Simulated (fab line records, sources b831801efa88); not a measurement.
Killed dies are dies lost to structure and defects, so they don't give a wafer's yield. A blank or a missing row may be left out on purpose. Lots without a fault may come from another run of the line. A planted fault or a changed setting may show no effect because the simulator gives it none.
Tool commonality check | flow sky130 | 12 lots, 36 wafers sampled

WHY IT WAS OPENED
At SKY_NWELL_TW_MEAS_15 the reading NWELL_TW is flagged on 2 of 12 lots. Wafers without a fault read 1804, standard deviation 13.
Rule: a lot is flagged when every wafer of it that has a number lies more than 4 standard deviations from that mean, or none has a number. The other lots count as sound.

lot  | measured     | on            | NWELL_TW, wafer by wafer | flag
L682 | day 4 11:17  | film_metro-01 | 1782 1784 1785           |
L683 | day 4 21:47  | film_metro-01 | 1791 1789 1791           |
L686 | day 5 15:43  | film_metro-03 | 1807 1801 1803           |
L688 | day 6 02:47  | film_metro-02 | 1804 1813 1808           |
L689 | day 6 08:36  | film_metro-01 | 1787 1793 1787           |
L692 | day 6 22:14  | film_metro-02 | 1811 1812 1823           |
L700 | day 8 20:43  | film_metro-03 | 1685 1676 1682           | FLAGGED
L701 | day 9 05:02  | film_metro-01 | 1682 1684 1686           | FLAGGED
L702 | day 9 10:01  | film_metro-02 | 1810 1807 1815           |
L703 | day 9 16:11  | film_metro-02 | 1815 1815 1810           |
L704 | day 9 20:41  | film_metro-02 | 1818 1816 1815           |
L705 | day 10 15:55 | film_metro-03 | 1804 1796 1801           |
The numbers of the flagged lots are 1682 on average: -122 against the usual, or -9 standard deviations.

WHICH TOOL RAN EACH LOT
The record holds 1 process step before the reading, out of a route of 708 steps. In each cell: the tool, then ch and the chambers that the sampled wafers went through, then the start.
lot  | flag    | SKY_NWELL_IMPLANT_11
L682 |         | implanter-03 ch 0, day 4 10:45
L683 |         | implanter-04 ch 0, day 4 21:16
L686 |         | implanter-03 ch 0, day 5 15:10
L688 |         | implanter-03 ch 0, day 6 02:16
L689 |         | implanter-03 ch 0, day 6 08:05
L692 |         | implanter-03 ch 0, day 6 21:43
L700 | FLAGGED | implanter-03 ch 0, day 8 20:10
L701 | FLAGGED | implanter-03 ch 0, day 9 04:31
L702 |         | implanter-01 ch 0, day 9 09:28
L703 |         | implanter-01 ch 0, day 9 15:40
L704 |         | implanter-01 ch 0, day 9 20:08
L705 |         | implanter-04 ch 0, day 10 15:22
What these steps do:
- SKY_NWELL_IMPLANT_11
- SKY_NWELL_TW_MEAS_15

FLAGGED OVER TOTAL, TOOL BY TOOL (the gauges that took the reading come last)
step                 | tool          | lots run | flagged | share of the flagged lots | sound lots run after its first flagged lot
SKY_NWELL_IMPLANT_11 | implanter-01  | 3        | 0       | none                      | -
SKY_NWELL_IMPLANT_11 | implanter-03  | 7        | 2       | all                       | 0
SKY_NWELL_IMPLANT_11 | implanter-04  | 2        | 0       | none                      | -
SKY_NWELL_TW_MEAS_15 | film_metro-01 | 4        | 1       | some                      | 0
SKY_NWELL_TW_MEAS_15 | film_metro-02 | 5        | 0       | none                      | -
SKY_NWELL_TW_MEAS_15 | film_metro-03 | 3        | 1       | some                      | 1 (L705)

WHAT THE TABLE ALLOWS
1 row of the table ran every flagged lot: implanter-03 at SKY_NWELL_IMPLANT_11.
- implanter-03 at SKY_NWELL_IMPLANT_11: 2 of its 7 lots flagged. Its last sound lot is L692 (day 6 21:43), its first flagged lot L700 (day 8 20:10): a fault that began between those two fits. Its own readings lie more than 4 standard deviations out on every wafer of the flagged lots: beam_on_s, faraday_current_uA.
One tool is left: implanter-03 at SKY_NWELL_IMPLANT_11.

WHAT THE SIMULATOR HAD PUT IN
Process parameter drift: implanter-03, from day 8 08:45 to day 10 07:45, at SKY_NWELL_IMPLANT_11. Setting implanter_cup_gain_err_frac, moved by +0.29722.
Lots struck among those shown: L700, L701. The rule above found the same.
